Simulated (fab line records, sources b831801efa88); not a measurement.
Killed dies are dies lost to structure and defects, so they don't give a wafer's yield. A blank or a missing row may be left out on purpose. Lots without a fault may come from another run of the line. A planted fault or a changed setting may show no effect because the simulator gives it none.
One fault seen from 2 desks | flow gf180mcu | each desk has only its own numbers; what lay behind them comes last

THE METROLOGY DESK
What the gauges read, lot by lot, whatever tool the lot ran on: means of the sampled wafers that have a number. A lot is out of limits, marked OUT, if its mean lies more than 4 standard deviations from the usual mean; the brackets give that distance.
Columns: A = HV_LDD_RS at GF_HV_LDD_RS_MEAS_53, usual 418.6 ohm/sq; B = M2_OVL at GF_M2_OVL_MEAS_15, usual 1 nm; C = V3_CVD_00_THK at GF_V3_THK_MEAS_01, usual 600 nm
lot  | first seen here | A                | B  | C
L929 | day 12 16:10    | 418.0            | -3 | 593
L930 | day 12 22:56    | 419.5            | 1  | 603
L931 | day 13 06:58    | 418.1            | -2 | 601
L933 | day 13 21:59    | 419.0            | -6 | 599
L937 | day 15 02:16    | 417.8            | -4 | 599
L938 | day 15 07:11    | 418.3            | -1 | 603
L941 | day 16 09:23    | 418.4            | 5  | 600
L942 | day 16 17:53    | 414.5 (-4.8) OUT | 4  | 595
L943 | day 17 03:37    | 414.7 (-4.6) OUT | 6  | 605
L944 | day 17 15:20    | 414.7 (-4.6) OUT | -2 | 601
L946 | day 18 04:52    | 419.3            | 8  | 595
L951 | day 20 06:34    | 418.6            | 4  | 601
L952 | day 20 10:02    | 419.0            | -2 | 597
This desk's finding: out of limits on L942, L943, L944; first on L942, day 16 17:53 (HV_LDD_RS at GF_HV_LDD_RS_MEAS_53). In limits: L929, L930, L931, L933, L937, L938, L941, L946, L951, L952.

THE TOOL OWNER'S DESK: implanter-02
The tool's own readings at GF_HV_LDD_IMPLANT_34: means of the sampled wafers that have a number, for each lot that ran on this tool. A lot is out of limits, marked OUT, if its mean lies more than 4 standard deviations from the usual mean; the brackets give that distance.
Columns: A = dose_ions_cm2 at GF_HV_LDD_IMPLANT_34, usual 7.499e+12; B = faraday_current_uA at GF_HV_LDD_IMPLANT_34, usual 42.3
lot  | first seen here | A                           | B
L929 | day 11 19:53    | 7.487e+12                   | 42.7
L930 | day 12 02:13    | 7.499e+12                   | 42.8
L931 | day 12 10:02    | 7.503e+12                   | 42.5
L933 | day 13 00:47    | 7.504e+12                   | 42.1
L938 | day 14 08:37    | 7.501e+12                   | 42.5
L941 | day 15 10:47    | 7.494e+12                   | 42.8
L942 | day 15 18:19    | 8.755e+12 (+99 or more) OUT | 49.0 (+8.9) OUT
L943 | day 16 03:50    | 8.770e+12 (+99 or more) OUT | 49.8 (+10) OUT
L944 | day 16 14:44    | 8.766e+12 (+99 or more) OUT | 49.4 (+9.5) OUT
This desk's finding: out of limits on L942, L943, L944; first on L942, day 15 18:19 (dose_ions_cm2 at GF_HV_LDD_IMPLANT_34). In limits: L929, L930, L931, L933, L938, L941.

PUT TOGETHER
The tool owner's desk could have raised an alarm at day 15 18:19, on L942, L943, L944.
The metrology desk could have raised an alarm at day 16 17:53, on L942, L943, L944.
Of the lots named, all ran GF_HV_LDD_IMPLANT_34 on implanter-02.

WHAT THE SIMULATOR HAD PUT IN
Process parameter drift: implanter-02, from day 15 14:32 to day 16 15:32, at GF_HV_LDD_IMPLANT_34. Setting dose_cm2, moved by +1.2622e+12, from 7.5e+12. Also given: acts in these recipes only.
Lots struck among those shown: L942, L943, L944.
Hours from the fault's start to each desk's first reading out of limits: the tool owner's desk, 4; the metrology desk, 27.
